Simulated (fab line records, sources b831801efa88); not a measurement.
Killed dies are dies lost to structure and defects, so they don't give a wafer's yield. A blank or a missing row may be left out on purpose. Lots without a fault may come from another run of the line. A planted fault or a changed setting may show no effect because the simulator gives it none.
A struck lot beside a sound one | flow gf180mcu | 19 steps out of a route of 602
Sound: wafers L609.1, L609.3, L609.6. Struck: wafers L625.1, L625.5, L625.6. The cause comes at the end.
At each step with rows: each side's tool, then ch and its chambers, then its first start. Under that, the readings that differ: sound wafers | struck wafers | difference of the means | sigmas: that difference in standard deviations of wafers without a fault.
alike: readings whose means differ by less than 2 such deviations, and words and numbers that are the same on both sides. not compared: withheld readings, readings that some wafer has no value for, bounds like >300 that may hide the same value, and numbers for which the record gives no deviation and whose values overlap.
The two part at a step that has a row with sigmas, a row that says differs or no value, or rows on one side only. Numbers that don't overlap but have no deviation are shown without sigmas and don't part them. A reading that every wafer of one side lacks parts them only if that side has two wafers or more.

GF_POLY_GATE_OVL_MEAS_11:
  sound on overlay-01, day 9 21:25; struck on overlay-01, day 14 18:15
  alike: POLY_GATE_OVL
GF_POLY_GATE_ETCH_12: etches BARC in N2/H2.
  sound on rie_diel-01 ch 0,2, day 9 21:28; struck on rie_diel-03 ch 0,1,3, day 14 18:17
  reading                     | sound       | struck      | difference | sigmas
  drypump_motor_current_A (A) | 6.2 6.6 6.6 | 5.0 5.8 5.5 | -1.0       | -2
  alike: bias_w, chamber_pressure_mTorr, oes_product_au, throttle_valve_pct
GF_POLY_GATE_ETCH_13: etches poly-Si in HBr/Cl2, stops on SiO2, target depth 198.5 nm, time 69.6 s.
  sound on rie_si-01 ch 1,2, day 9 21:31; struck on rie_si-01 ch 0,2, day 14 18:20
  alike: bias_w, chamber_pressure_mTorr, drypump_motor_current_A, oes_product_au, throttle_valve_pct
  not compared: rf_hours_counter_h
GF_POLY_GATE_STRIP_14: strips in O2/N2.
  sound on plasma_asher-01 ch 0,1, day 9 21:34; struck on plasma_asher-03 ch 0,1, day 14 18:23
  alike: chamber_pressure_mTorr, drypump_motor_current_A, heater_power_w, oes_product_au, platen_temp_c
  not compared: rf_hours_counter_h
then, 2 steps without rows for these wafers: GF_POLY_GATE_CLEAN_15 (cleans in SC1/SC2, time 150 s); GF_POLY_GATE_OXIDATION_16 (stabilise 600 s, purge 300 s, target thk 4 nm).
GF_POLY_GATE_THK_MEAS_17:
  sound on film_metro-04, day 9 22:58; struck on film_metro-02, day 14 20:38
  alike: POLY_GATE_OXIDATION_THK
GF_POLY_GATE_CD_MEAS_18:
  sound on cd_sem-02, day 9 23:02; struck on cd_sem-02, day 14 20:41
  alike: cd_nm
then, 4 steps without rows for these wafers: GF_HV_LDD_DEHYDRATE_00 (time 60 s); GF_HV_LDD_HMDS_01 (prime time 60 s); GF_HV_LDD_COAT_02 (resist thk 1000 nm); GF_HV_LDD_SOFTBAKE_03 (time 60 s).
GF_HV_LDD_EXPOSE_04: exposes mask Nplus LV AREA, target cd 400 nm.
  sound on iline_stepper-01 ch 0, day 10 07:52; struck on iline_stepper-02 ch 0, day 15 06:46
  reading                        | sound                | struck               | difference | sigmas
  model.HV_LDD.overlay_x_nm (nm) | -2.062 -2.062 -2.062 | -96.12 -96.12 -96.12 | -94.06     |
  alike: mask
then, 2 steps without rows for these wafers: GF_HV_LDD_PEB_05; GF_HV_LDD_DEVELOP_06 (develop time 60 s).
GF_HV_LDD_CD_MEAS_07: target cd 400 nm.
  sound on cd_sem-01, day 10 17:08; struck on cd_sem-01, day 15 17:41
  alike: cd_nm
GF_HV_LDD_OVL_MEAS_08:
  sound on overlay-02, day 10 17:16; struck on overlay-01, day 15 17:48
  reading         | sound        | struck            | difference | sigmas
  HV_LDD_OVL (nm) | 0.2 0.6 -0.6 | -97.6 -96.8 -98.9 | -97.8      | -65
then, 1 step without rows for these wafers: GF_HV_LDD_IMPLANT_09.
GF_PASSIVATION_PROBE_99:
  the record has rows for the sound wafers here (prober-01, day 29 21:57) and none for the struck ones

WHERE THEY PART
First at GF_POLY_GATE_ETCH_12; last, within this record, at GF_PASSIVATION_PROBE_99.

WHY: what the simulator had put in
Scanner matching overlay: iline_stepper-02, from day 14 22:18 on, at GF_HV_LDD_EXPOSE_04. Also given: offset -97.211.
